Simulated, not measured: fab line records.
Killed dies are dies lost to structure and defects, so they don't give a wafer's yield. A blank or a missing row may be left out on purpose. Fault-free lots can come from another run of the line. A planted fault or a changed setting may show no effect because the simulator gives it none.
fab line records | flow sky130 | part 1 of 2: steps 1 to 31 of 43
record: lots: 5 | wafers: 15 | last_day: 49
route steps=708 shown CAPM@537 METAL3@555 VIA3@573
lots with no fault: from the same line, run without faults
start_h: hours from the record's opening day to when the first of the lot's shown wafers began | wait_h: time in hours since the lot's previous step | " unchanged from the row above | L1.1+2: a single row standing in for several wafers | - value missing, or start not given | * or withheld: withheld | < > ~ a bound
route shown NAME@n: a module of which the file shows steps, and the number in the route of the first | usual: the fault-free wafers' mean and standard deviation | same: alike in all rows | chamber/n: place in a boat | sites: the reading at each site | _std_site: their standard deviation | _edge_site: inner sites' mean taken away from outer sites' mean | radius_mm: for every site, how far away it sits from the centre of the wafer | mask NAME#n: copy n | behind: tool/chamber where the wafer was last shaped | hold: cause of the lot's hold/its duration in hours/its outcome | device: which transistor (n, p or np) failed to switch | end of line: tests run on the same wafers once the route is complete | a step given without rows: its recipe and nothing more | killed: dies lost to structure and defects at the first sort, not the wafer's yield | map: shows each die of a wafer: x if killed, . if not, _ if none is there
set.NAME: setting as actually run; set.NAME@STEP: the setting as run at that earlier step | model.NAME: the simulator's own value behind a step, which no gauge read
lots seen at some steps along the route; tables by step, rows by wafer
services: the hour from which a tool's chamber was out of use, counted from the record's first day as start_h (under 0 if before that day), plus the number of hours and why
== steps ==
step: SKY_CAPM_CVD_00
recipe: material: SiO2 | target_thk_nm: 15.5 | temp_c: 400 | time_s: withheld | rf_w: 450
usual: heater_power_w: 743/96
lot.wafer | tool     | chamber | start_h | wait_h | heater_power_w
L076.2    | pecvd-02 | 0       | 868.59  | 0.0    | 766
L076.3    | "        | 2       | "       | "      | 920
L076.6    | "        | 1       | "       | "      | 713
L077.4    | pecvd-03 | 1       | 872.59  | 0.0    | 778
L077.5    | "        | 0       | "       | "      | 682
L077.6    | "        | 2       | "       | "      | 650
L084.2    | pecvd-03 | 0       | 919.58  | 0.0    | 710
L084.5    | "        | 1       | "       | "      | 949
L084.6    | "        | 0       | "       | "      | 714
L088.1    | pecvd-03 | 1       | 950.11  | 0.0    | 946
L088.2    | "        | 2       | "       | "      | 670
L088.3    | "        | 0       | "       | "      | 626
L090.1    | pecvd-03 | 1       | 976.27  | 0.0    | 824
L090.5    | "        | 0       | "       | "      | 610
L090.6    | "        | 2       | "       | "      | 700
step: SKY_CAPM_THK_MEAS_01
recipe: reads: SiO2_of_CAPM_CVD_00
usual: CAPM_CVD_00_THK: 15.51/0.28
lot.wafer | tool          | chamber | start_h | wait_h | CAPM_CVD_00_THK[nm]
L076.2    | film_metro-01 | -       | 868.62  | -      | 15.47
L076.3    | "             | -       | "       | "      | 15.74
L076.6    | "             | -       | "       | "      | 15.61
L077.4    | film_metro-01 | -       | 872.63  | -      | 15.81
L077.5    | "             | -       | "       | "      | 15.76
L077.6    | "             | -       | "       | "      | 15.70
L084.2    | film_metro-01 | -       | 919.61  | -      | 15.37
L084.5    | "             | -       | "       | "      | 15.66
L084.6    | "             | -       | "       | "      | 15.69
L088.1    | film_metro-01 | -       | 950.13  | -      | 15.49
L088.2    | "             | -       | "       | "      | 15.45
L088.3    | "             | -       | "       | "      | 15.62
L090.1    | film_metro-01 | -       | 976.29  | -      | 15.54
L090.5    | "             | -       | "       | "      | 15.88
L090.6    | "             | -       | "       | "      | 15.63
step: SKY_CAPM_SPUTTER_02
recipe: material: TiN | target_thk_nm: 200 | temp_c: 300 | power_w: 6500 | time_s: 166.7 | chamber_pressure_pa: 0.4
usual: chamber_pressure_pa: 0.4000/0.00073 | throttle_valve_pct: 30.4/0.69
lot.wafer | tool           | chamber | start_h | wait_h | chamber_pressure_pa | throttle_valve_pct
L076.2    | pvd_sputter-01 | -       | 868.67  | 0.0    | 0.4011              | 29.8
L076.3    | "              | -       | "       | "      | 0.4006              | 31.6
L076.6    | "              | -       | "       | "      | 0.4013              | 30.5
L077.4    | pvd_sputter-02 | -       | 872.66  | 0.0    | 0.3999              | 29.6
L077.5    | "              | -       | "       | "      | 0.3992              | 30.2
L077.6    | "              | -       | "       | "      | 0.3996              | 29.4
L084.2    | pvd_sputter-02 | -       | 919.66  | 0.0    | 0.3991              | 29.7
L084.5    | "              | -       | "       | "      | 0.3998              | 30.1
L084.6    | "              | -       | "       | "      | 0.3993              | 29.8
L088.1    | pvd_sputter-03 | -       | 950.19  | 0.1    | 0.4004              | 30.2
L088.2    | "              | -       | "       | "      | 0.3993              | 31.0
L088.3    | "              | -       | "       | "      | 0.4010              | 30.6
L090.1    | pvd_sputter-03 | -       | 976.35  | 0.1    | 0.3999              | 30.3
L090.5    | "              | -       | "       | "      | 0.3998              | 30.8
L090.6    | "              | -       | "       | "      | 0.3987              | 30.6
step: SKY_CAPM_RS_MEAS_03
recipe: thk_meas_gauge: four-point-probe | reads: TiN_of_CAPM_SPUTTER_02
usual: CAPM_TIN_RS: 6.90/0.083
lot.wafer | tool          | chamber | start_h | wait_h | CAPM_TIN_RS[ohm/sq]
L076.2    | film_metro-02 | -       | 868.80  | 0.1    | 6.94
L076.3    | "             | -       | "       | "      | 7.04
L076.6    | "             | -       | "       | "      | 6.90
L077.4    | film_metro-04 | -       | 872.83  | 0.1    | 6.97
L077.5    | "             | -       | "       | "      | 6.99
L077.6    | "             | -       | "       | "      | 7.01
L084.2    | film_metro-01 | -       | 919.79  | 0.1    | 6.91
L084.5    | "             | -       | "       | "      | 6.92
L084.6    | "             | -       | "       | "      | 6.89
L088.1    | film_metro-01 | -       | 950.30  | 0.1    | 6.98
L088.2    | "             | -       | "       | "      | 6.98
L088.3    | "             | -       | "       | "      | 6.92
L090.1    | film_metro-01 | -       | 976.46  | 0.1    | 6.84
L090.5    | "             | -       | "       | "      | 6.86
L090.6    | "             | -       | "       | "      | 6.75
step: SKY_CAPM_THK_MEAS_04
recipe: thk_meas_gauge: xrf | reads: TiN_of_CAPM_SPUTTER_02
usual: CAPM_TIN_THK: 197.3/2.4
lot.wafer | tool          | chamber | start_h | wait_h | CAPM_TIN_THK[nm]
L076.2    | film_metro-02 | -       | 868.91  | 0.1    | 195.7
L076.3    | "             | -       | "       | "      | 192.2
L076.6    | "             | -       | "       | "      | 196.0
L077.4    | film_metro-04 | -       | 872.92  | 0.1    | 194.8
L077.5    | "             | -       | "       | "      | 193.9
L077.6    | "             | -       | "       | "      | 193.8
L084.2    | film_metro-01 | -       | 919.90  | 0.1    | 197.4
L084.5    | "             | -       | "       | "      | 196.8
L084.6    | "             | -       | "       | "      | 198.0
L088.1    | film_metro-01 | -       | 950.42  | 0.1    | 195.7
L088.2    | "             | -       | "       | "      | 195.3
L088.3    | "             | -       | "       | "      | 197.2
L090.1    | film_metro-01 | -       | 976.58  | 0.1    | 198.9
L090.5    | "             | -       | "       | "      | 198.8
L090.6    | "             | -       | "       | "      | 201.1
step: SKY_CAPM_DEHYDRATE_05
recipe: temp_c: 200 | time_s: 60
lot.wafer  | tool           | chamber | start_h | wait_h
L076.2+3+6 | litho_track-04 | 0       | 880.55  | 11.6
L077.4+5+6 | litho_track-04 | 0       | 885.60  | 12.7
L084.2+5+6 | litho_track-02 | 0       | 931.46  | 11.5
L088.1+2+3 | litho_track-04 | 0       | 962.38  | 12.0
L090.1+5+6 | litho_track-02 | 0       | 987.58  | 11.0
step: SKY_CAPM_HMDS_06
recipe: prime_time_s: 60 | prime_temp_c: 120
lot.wafer  | tool           | chamber | start_h | wait_h
L076.2+3+6 | litho_track-04 | 0       | 880.70  | 0.1
L077.4+5+6 | litho_track-04 | 0       | 885.75  | 0.1
L084.2+5+6 | litho_track-02 | 0       | 931.61  | 0.1
L088.1+2+3 | litho_track-04 | 0       | 962.53  | 0.1
L090.1+5+6 | litho_track-02 | 0       | 987.73  | 0.1
step: SKY_CAPM_COAT_07
recipe: resist: NOVOLAK | spin_rpm: 3000 | resist_thk_nm: 1140
lot.wafer  | tool           | chamber | start_h | wait_h
L076.2+3+6 | litho_track-04 | 0       | 880.85  | 0.1
L077.4+5+6 | litho_track-04 | 0       | 885.90  | 0.1
L084.2+5+6 | litho_track-02 | 0       | 931.76  | 0.1
L088.1+2+3 | litho_track-04 | 0       | 962.68  | 0.1
L090.1+5+6 | litho_track-02 | 0       | 987.88  | 0.1
step: SKY_CAPM_SOFTBAKE_08
recipe: temp_c: 90 | time_s: 60 | resist: NOVOLAK
lot.wafer  | tool           | chamber | start_h | wait_h
L076.2+3+6 | litho_track-04 | 0       | 881.00  | 0.1
L077.4+5+6 | litho_track-04 | 0       | 886.05  | 0.1
L084.2+5+6 | litho_track-02 | 0       | 931.91  | 0.1
L088.1+2+3 | litho_track-04 | 0       | 962.83  | 0.1
L090.1+5+6 | litho_track-02 | 0       | 988.03  | 0.1
step: SKY_CAPM_EXPOSE_09
recipe: mask_id: CAPM | na: 0.6 | source_shape: conventional | sigma_outer: 0.6 | polarization: unpolarized | target_cd_nm: 1000 | dose_mj: 159
lot.wafer  | tool             | chamber | start_h | wait_h | mask
L076.2+3+6 | iline_stepper-02 | 0       | -       | -      | CAPM#0
L077.4+5+6 | iline_stepper-01 | 0       | -       | -      | CAPM#0
L084.2+5+6 | iline_stepper-02 | 0       | -       | -      | CAPM#0
L088.1+2+3 | iline_stepper-02 | 0       | -       | -      | CAPM#0
L090.1+5+6 | iline_stepper-01 | 0       | -       | -      | CAPM#0
step: SKY_CAPM_PEB_10
recipe: temp_c: withheld | time_s: * | resist: NOVOLAK
lot.wafer  | tool           | chamber | start_h | wait_h
L076.2+3+6 | litho_track-04 | 0       | -       | -
L077.4+5+6 | litho_track-04 | 0       | -       | -
L084.2+5+6 | litho_track-04 | 0       | -       | -
L088.1+2+3 | litho_track-01 | 0       | -       | -
L090.1+5+6 | litho_track-01 | 0       | -       | -
step: SKY_CAPM_DEVELOP_11
recipe: resist: NOVOLAK | developer: TMAH | develop_time_s: 60 | dev_temp_c: 23
lot.wafer  | tool           | chamber | start_h | wait_h
L076.2+3+6 | litho_track-04 | 0       | 893.95  | 0.1
L077.4+5+6 | litho_track-04 | 0       | 898.95  | 0.1
L084.2+5+6 | litho_track-04 | 0       | 944.25  | 0.1
L088.1+2+3 | litho_track-01 | 0       | 975.65  | 0.1
L090.1+5+6 | litho_track-01 | 0       | 999.95  | 0.1
step: SKY_CAPM_OVL_MEAS_12
usual: CAPM_OVL: -0.3/1.3
lot.wafer | tool       | chamber | start_h | wait_h | CAPM_OVL[nm]
L076.2    | overlay-01 | -       | 894.08  | 0.1    | -3.5
L076.3    | "          | -       | "       | "      | -1.6
L076.6    | "          | -       | "       | "      | -2.2
L077.4    | overlay-02 | -       | 899.05  | 0.1    | 0.6
L077.5    | "          | -       | "       | "      | 1.4
L077.6    | "          | -       | "       | "      | 0.8
L084.2    | overlay-02 | -       | 944.38  | 0.1    | -2.2
L084.5    | "          | -       | "       | "      | -1.2
L084.6    | "          | -       | "       | "      | -0.1
L088.1    | overlay-02 | -       | 975.80  | 0.1    | -1.1
L088.2    | "          | -       | "       | "      | -2.6
L088.3    | "          | -       | "       | "      | -2.4
L090.1    | overlay-01 | -       | 1000.10 | 0.1    | 0.6
L090.5    | "          | -       | "       | "      | 0.3
L090.6    | "          | -       | "       | "      | 1.5
step: SKY_CAPM_METAL_ETCH_13
recipe: target_depth_nm: 220 | stop_on: SiO2 | chemistry: Cl2/BCl3 | target: TiN | pressure_mtorr: 10 | icp_w: 900 | bias_w: 48.5 | Cl2_flow_sccm: 60 | bcl3_flow_sccm: 30 | time_s: 62.9
usual: drypump_motor_current_A: 5.75/0.23 | oes_product_au: 0.942/0.0075 | throttle_valve_pct: 21.902/0.0094
lot.wafer | tool         | chamber | start_h | wait_h | drypump_motor_current_A | oes_product_au | rf_hours_counter_h | throttle_valve_pct
L076.2    | rie_metal-04 | 1       | 894.11  | 0.0    | 5.67                    | 0.938          | 10                 | 21.914
L076.3    | "            | 0       | "       | "      | 5.47                    | 0.931          | -                  | 21.908
L076.6    | "            | 1       | "       | "      | 5.66                    | 0.940          | -                  | 21.903
L077.4    | rie_metal-02 | 1       | 899.09  | 0.0    | 6.17                    | 0.932          | -                  | 21.894
L077.5    | "            | 0       | "       | "      | 6.10                    | 0.942          | -                  | 21.906
L077.6    | "            | 1       | "       | "      | 6.15                    | 0.937          | -                  | 21.905
L084.2    | rie_metal-03 | 0       | 944.41  | 0.0    | 5.78                    | 0.940          | 14                 | 21.891
L084.5    | "            | 1       | "       | "      | 5.62                    | 0.937          | -                  | 21.908
L084.6    | "            | 0       | "       | "      | 5.77                    | 0.937          | -                  | 21.899
L088.1    | rie_metal-02 | 1       | 975.83  | 0.0    | 6.14                    | 0.937          | 16                 | 21.911
L088.2    | "            | 0       | "       | "      | 6.09                    | 0.930          | 2                  | 21.912
L088.3    | "            | 0       | "       | "      | 6.11                    | 0.945          | -                  | 21.890
L090.1    | rie_metal-03 | 1       | 1000.13 | 0.0    | 5.62                    | 0.945          | 9                  | 21.897
L090.5    | "            | 0       | "       | "      | 5.80                    | 0.940          | -                  | 21.890
L090.6    | "            | 1       | "       | "      | 5.63                    | 0.950          | -                  | 21.901
step: SKY_CAPM_STRIP_14
recipe: chemistry: O2/N2 | power_w: 1400 | pressure_mtorr: 1500 | platen_temp_c: withheld | o2_flow_sccm: 3000 | n2_flow_sccm: 300 | overash_fraction: 0.5
usual: drypump_motor_current_A: 5.64/0.29 | n2_flow_sccm: 300.2/0.89 | oes_product_au: 0.710/0.0049 | strip_time_to_endpoint_s: 12.66/0.07
lot.wafer | tool            | chamber | start_h | wait_h | drypump_motor_current_A | n2_flow_sccm | oes_product_au | rf_hours_counter_h | strip_time_to_endpoint_s
L076.2    | plasma_asher-04 | 1       | 894.19  | 0.1    | 5.71                    | 298.9        | 0.704          | 75                 | 12.62
L076.3    | "               | 1       | "       | "      | 5.71                    | 300.7        | 0.717          | -                  | 12.68
L076.6    | "               | 1       | "       | "      | 5.71                    | 299.4        | 0.709          | -                  | 12.67
L077.4    | plasma_asher-03 | 0       | 899.17  | 0.1    | 5.22                    | 301.2        | 0.722          | -                  | 12.66
L077.5    | "               | 0       | "       | "      | 5.22                    | 301.4        | 0.712          | -                  | 12.68
L077.6    | "               | 1       | "       | "      | 5.90                    | 299.9        | 0.718          | -                  | 12.67
L084.2    | plasma_asher-02 | 0       | 944.49  | 0.1    | 5.40                    | 299.8        | 0.705          | 115                | 12.74
L084.5    | "               | 0       | "       | "      | 5.37                    | 298.6        | 0.713          | -                  | 12.65
L084.6    | "               | 1       | "       | "      | 5.74                    | 300.6        | 0.709          | -                  | 12.69
L088.1    | plasma_asher-03 | 1       | 975.91  | 0.1    | 5.92                    | 299.7        | 0.716          | 52                 | 12.50
L088.2    | "               | 0       | "       | "      | 5.21                    | 301.0        | 0.722          | 52                 | 12.59
L088.3    | "               | 1       | "       | "      | 5.91                    | 300.8        | 0.705          | -                  | 12.54
L090.1    | plasma_asher-04 | 1       | 1000.21 | 0.1    | 5.76                    | 300.3        | 0.710          | 86                 | 12.75
L090.5    | "               | 0       | "       | "      | 6.07                    | 300.8        | 0.718          | -                  | 12.72
L090.6    | "               | 1       | "       | "      | 5.73                    | 301.3        | 0.708          | -                  | 12.76
step: SKY_CAPM_STRIP_15
recipe: chemistry: post_etch_residue_remover | time_s: 1200 | temp_c: 72.5
lot.wafer  | tool         | chamber | start_h | wait_h
L076.2+3+6 | wet_bench-01 | 2       | 894.29  | 0.1
L077.4+5+6 | wet_bench-01 | 3       | 899.24  | 0.0
L084.2+5+6 | wet_bench-02 | 1       | 944.59  | 0.1
L088.1+2+3 | wet_bench-02 | 3       | 976.01  | 0.1
L090.1+5+6 | wet_bench-01 | 2       | 1000.31 | 0.1
step: SKY_CAPM_CLEAN_16
recipe: chemistry: IPA | time_s: 180 | temp_c: 25
lot.wafer  | tool         | chamber | start_h | wait_h
L076.2+3+6 | wet_bench-02 | 2       | 894.66  | 0.0
L077.4+5+6 | wet_bench-04 | 3       | 899.58  | 0.0
L084.2+5+6 | wet_bench-01 | 3       | 944.96  | 0.0
L088.1+2+3 | wet_bench-01 | 1       | 976.35  | 0.0
L090.1+5+6 | wet_bench-02 | 1       | 1000.65 | 0.0
step: SKY_CAPM_CLEAN_17
recipe: chemistry: O3/DIW | dry: n2_spin
lot.wafer  | tool         | chamber | start_h | wait_h
L076.2+3+6 | wet_bench-01 | 0       | 894.72  | 0.0
L077.4+5+6 | wet_bench-01 | 0       | 899.64  | 0.0
L084.2+5+6 | wet_bench-02 | 0       | 945.02  | 0.0
L088.1+2+3 | wet_bench-02 | 1       | 976.42  | 0.0
L090.1+5+6 | wet_bench-04 | 1       | 1000.71 | 0.0
step: SKY_METAL3_DEHYDRATE_05
recipe: temp_c: 200 | time_s: 60
lot.wafer  | tool           | chamber | start_h | wait_h
L076.2+3+6 | litho_track-02 | 0       | 906.06  | 11.2
L077.4+5+6 | litho_track-03 | 0       | 911.04  | 11.3
L084.2+5+6 | litho_track-04 | 0       | 956.20  | 11.1
L088.1+2+3 | litho_track-04 | 0       | 987.43  | 10.9
L090.1+5+6 | litho_track-04 | 0       | 1010.18 | 9.4
step: SKY_METAL3_HMDS_06
recipe: prime_time_s: 60 | prime_temp_c: 120
lot.wafer  | tool           | chamber | start_h | wait_h
L076.2+3+6 | litho_track-02 | 0       | 906.21  | 0.1
L077.4+5+6 | litho_track-03 | 0       | 911.19  | 0.1
L084.2+5+6 | litho_track-04 | 0       | 956.35  | 0.1
L088.1+2+3 | litho_track-04 | 0       | 987.58  | 0.1
L090.1+5+6 | litho_track-04 | 0       | 1010.33 | 0.1
step: SKY_METAL3_COAT_07
recipe: resist: BARC | temp_c: withheld | time_s: withheld | spin_rpm: 3000 | resist_thk_nm: 60
lot.wafer  | tool           | chamber | start_h | wait_h
L076.2+3+6 | litho_track-02 | 0       | 906.36  | 0.1
L077.4+5+6 | litho_track-03 | 0       | 911.34  | 0.1
L084.2+5+6 | litho_track-04 | 0       | 956.50  | 0.1
L088.1+2+3 | litho_track-04 | 0       | 987.73  | 0.1
L090.1+5+6 | litho_track-04 | 0       | 1010.48 | 0.1
step: SKY_METAL3_COAT_08
recipe: resist: KrF-thick | spin_rpm: 3000 | resist_thk_nm: 1140
lot.wafer  | tool           | chamber | start_h | wait_h
L076.2+3+6 | litho_track-02 | 0       | -       | -
L077.4+5+6 | litho_track-03 | 0       | -       | -
L084.2+5+6 | litho_track-04 | 0       | -       | -
L088.1+2+3 | litho_track-04 | 0       | -       | -
L090.1+5+6 | litho_track-04 | 0       | -       | -
step: SKY_METAL3_SOFTBAKE_09
recipe: temp_c: 100 | time_s: 90 | resist: KrF-thick
lot.wafer  | tool           | chamber | start_h | wait_h
L076.2+3+6 | litho_track-02 | 0       | -       | -
L077.4+5+6 | litho_track-03 | 0       | -       | -
L084.2+5+6 | litho_track-04 | 0       | -       | -
L088.1+2+3 | litho_track-04 | 0       | -       | -
L090.1+5+6 | litho_track-04 | 0       | -       | -
step: SKY_METAL3_EXPOSE_10
recipe: mask_id: MM3 | na: 0.68 | source_shape: annular | sigma_inner: 0.4 | sigma_outer: 0.8 | target_cd_nm: 300 | dose_mj: 28
same: sigma_inner: 0.4
lot.wafer  | tool           | chamber | start_h | wait_h | mask
L076.2+3+6 | krf_scanner-01 | 0       | -       | -      | MM3#0
L077.4+5+6 | krf_scanner-01 | 0       | -       | -      | MM3#0
L084.2+5+6 | krf_scanner-01 | 0       | -       | -      | MM3#0
L088.1+2+3 | krf_scanner-02 | 0       | -       | -      | MM3#0
L090.1+5+6 | krf_scanner-01 | 0       | -       | -      | MM3#0
step: SKY_METAL3_PEB_11
recipe: peb_temp_c: withheld | peb_time_s: withheld | resist: KrF-thick
lot.wafer  | tool           | chamber | start_h | wait_h
L076.2+3+6 | litho_track-04 | 0       | -       | -
L077.4+5+6 | litho_track-02 | 0       | -       | -
L084.2+5+6 | litho_track-02 | 0       | -       | -
L088.1+2+3 | litho_track-03 | 0       | -       | -
L090.1+5+6 | litho_track-03 | 0       | -       | -
step: SKY_METAL3_DEVELOP_12
recipe: develop_time_s: 60 | resist: KrF-thick | dev_temp_c: 21
lot.wafer  | tool           | chamber | start_h | wait_h
L076.2+3+6 | litho_track-04 | 0       | -       | -
L077.4+5+6 | litho_track-02 | 0       | -       | -
L084.2+5+6 | litho_track-02 | 0       | -       | -
L088.1+2+3 | litho_track-03 | 0       | -       | -
L090.1+5+6 | litho_track-03 | 0       | -       | -
step: SKY_METAL3_CD_MEAS_13
recipe: target_cd_nm: 300
usual: cd_nm: 299.4/1.6
lot.wafer | tool      | chamber | start_h | wait_h | cd_nm
L076.2    | cd_sem-01 | -       | 919.20  | -      | 298.1
L076.3    | "         | -       | "       | "      | 298.0
L076.6    | "         | -       | "       | "      | 298.0
L077.4    | cd_sem-02 | -       | 923.99  | -      | 298.5
L077.5    | "         | -       | "       | "      | 299.5
L077.6    | "         | -       | "       | "      | 297.8
L084.2    | cd_sem-02 | -       | 969.95  | -      | 297.3
L084.5    | "         | -       | "       | "      | 298.6
L084.6    | "         | -       | "       | "      | 298.2
L088.1    | cd_sem-01 | -       | 1000.22 | -      | 303.2
L088.2    | "         | -       | "       | "      | 304.0
L088.3    | "         | -       | "       | "      | 304.7
L090.1    | cd_sem-01 | -       | 1023.67 | -      | 300.7
L090.5    | "         | -       | "       | "      | 300.4
L090.6    | "         | -       | "       | "      | 300.3
step: SKY_METAL3_OVL_MEAS_14
usual: METAL3_OVL: 1/4.9
lot.wafer | tool       | chamber | start_h | wait_h | METAL3_OVL[nm]
L076.2    | overlay-02 | -       | 919.30  | 0.1    | 6
L076.3    | "          | -       | "       | "      | 11
L076.6    | "          | -       | "       | "      | -1
L077.4    | overlay-01 | -       | 924.07  | 0.1    | 12
L077.5    | "          | -       | "       | "      | 2
L077.6    | "          | -       | "       | "      | 6
L084.2    | overlay-01 | -       | 970.06  | 0.1    | -9
L084.5    | "          | -       | "       | "      | -10
L084.6    | "          | -       | "       | "      | -6
L088.1    | overlay-02 | -       | 1000.34 | 0.1    | 5
L088.2    | "          | -       | "       | "      | 6
L088.3    | "          | -       | "       | "      | 1
L090.1    | overlay-01 | -       | 1023.79 | 0.1    | 0
L090.5    | "          | -       | "       | "      | -4
L090.6    | "          | -       | "       | "      | -5
step: SKY_METAL3_DESCUM_15
recipe: chemistry: O2 | source_power_w: 150 | bias_power_w: 0 | pressure_mtorr: 10 | temp_c: 40 | time_s: 8
usual: drypump_motor_current_A: 5.69/0.27 | oes_product_au: 1.003/0.016
lot.wafer | tool         | chamber | start_h | wait_h | drypump_motor_current_A | oes_product_au | rf_hours_counter_h
L076.2    | rie_metal-02 | 1       | 919.34  | 0.0    | 6.16                    | 1.034          | -
L076.3    | "            | 1       | "       | "      | 6.16                    | 1.041          | -
L076.6    | "            | 1       | "       | "      | 6.16                    | 1.032          | -
L077.4    | rie_metal-04 | 0       | 924.10  | 0.0    | 5.46                    | 1.005          | -
L077.5    | "            | 1       | "       | "      | 5.62                    | 1.012          | -
L077.6    | "            | 0       | "       | "      | 5.46                    | 0.997          | -
L084.2    | rie_metal-04 | 1       | 970.09  | 0.0    | 5.66                    | 1.014          | 13
L084.5    | "            | 0       | "       | "      | 5.46                    | 0.991          | -
L084.6    | "            | 1       | "       | "      | 5.66                    | 1.005          | -
L088.1    | rie_metal-02 | 1       | 1000.37 | 0.0    | 6.18                    | 1.025          | 17
L088.2    | "            | 0       | "       | "      | 6.08                    | 1.003          | 3
L088.3    | "            | 1       | "       | "      | 6.13                    | 1.022          | -
L090.1    | rie_metal-01 | 1       | 1023.82 | 0.0    | 5.33                    | 1.001          | 19
L090.5    | "            | 1       | "       | "      | 5.33                    | 1.002          | -
L090.6    | "            | 0       | "       | "      | 5.70                    | 0.998          | -
step: SKY_METAL3_ETCH_16
recipe: chemistry: N2/H2 | target: BARC | ion_energy_ev: 200 | bias_w: 100 | pressure_mtorr: 30 | n2_flow_sccm: 100 | h2_flow_sccm: 200 | icp_w: 500 | stop_on: SiO2 | time_s: 88.2 | target_depth_a: 600
usual: drypump_motor_current_A: 5.70/0.27 | h2_flow_sccm: 200.0/0.61 | n2_flow_sccm: 100.0/0.33 | oes_product_au: 0.625/0.0048 | throttle_valve_pct: 13.206/0.0092
lot.wafer | tool         | chamber | start_h | wait_h | drypump_motor_current_A | h2_flow_sccm | n2_flow_sccm | oes_product_au | rf_hours_counter_h | throttle_valve_pct
L076.2    | rie_metal-02 | 1       | 919.43  | 0.1    | 6.17                    | 199.3        | 100.7        | 0.628          | -                  | 13.217
L076.3    | "            | 1       | "       | "      | 6.14                    | 198.5        | 100.5        | 0.624          | -                  | 13.211
L076.6    | "            | 1       | "       | "      | 6.16                    | 199.4        | 100.3        | 0.624          | -                  | 13.218
L077.4    | rie_metal-04 | 0       | 924.16  | 0.0    | 5.48                    | 199.3        | 100.3        | 0.626          | -                  | 13.204
L077.5    | "            | 1       | "       | "      | 5.67                    | 201.2        | 99.9         | 0.620          | -                  | 13.214
L077.6    | "            | 0       | "       | "      | 5.47                    | 199.8        | 100.5        | 0.623          | -                  | 13.204
L084.2    | rie_metal-04 | 1       | 970.12  | 0.0    | 5.70                    | 199.4        | 99.9         | 0.619          | 13                 | 13.203
L084.5    | "            | 0       | "       | "      | 5.46                    | 200.0        | 99.9         | 0.620          | -                  | 13.205
L084.6    | "            | 1       | "       | "      | 5.64                    | 199.5        | 99.6         | 0.625          | -                  | 13.218
L088.1    | rie_metal-02 | 1       | 1000.40 | 0.0    | 6.16                    | 200.3        | 100.4        | 0.620          | 17                 | 13.185
L088.2    | "            | 0       | "       | "      | 6.08                    | 199.7        | 99.6         | 0.625          | 3                  | 13.197
L088.3    | "            | 1       | "       | "      | 6.18                    | 200.6        | 100.2        | 0.629          | -                  | 13.198
L090.1    | rie_metal-01 | 1       | 1023.85 | 0.0    | 5.36                    | 199.8        | 100.2        | 0.628          | 19                 | 13.207
L090.5    | "            | 1       | "       | "      | 5.35                    | 199.6        | 99.9         | 0.623          | -                  | 13.193
L090.6    | "            | 0       | "       | "      | 5.68                    | 200.4        | 99.9         | 0.628          | -                  | 13.206
step: SKY_METAL3_ETCH_17
recipe: target: SiO2 | stop_on: TiN | chemistry: C4F8/O2/Ar | source_w: 1500 | bias_w: 1200 | pressure_mtorr: 40 | c4f8_flow_sccm: withheld | O2_flow_sccm: 6 | Ar_flow_sccm: 300 | time_s: 3.9 | target_depth_a: 150
usual: oes_product_au: 0.755/0.0081
lot.wafer | tool        | chamber | start_h | wait_h | oes_product_au | rf_hours_counter_h
L076.2    | rie_diel-04 | 2       | 919.59  | 0.1    | 0.761          | 15
L076.3    | "           | 3       | "       | "      | 0.764          | 6
L076.6    | "           | 1       | "       | "      | 0.756          | -
L077.4    | rie_diel-02 | 3       | 924.23  | 0.0    | 0.766          | -
L077.5    | "           | 2       | "       | "      | 0.763          | -
L077.6    | "           | 3       | "       | "      | 0.759          | -
L084.2    | rie_diel-03 | 1       | 970.22  | 0.1    | 0.753          | 11
L084.5    | "           | 0       | "       | "      | 0.768          | -
L084.6    | "           | 3       | "       | "      | 0.752          | -
L088.1    | rie_diel-02 | 3       | 1000.50 | 0.1    | 0.761          | 9
L088.2    | "           | 0       | "       | "      | 0.756          | 5
L088.3    | "           | 1       | "       | "      | 0.750          | 8
L090.1    | rie_diel-03 | 0       | 1023.95 | 0.1    | 0.753          | 10
L090.5    | "           | 0       | "       | "      | 0.768          | -
L090.6    | "           | 2       | "       | "      | 0.755          | -
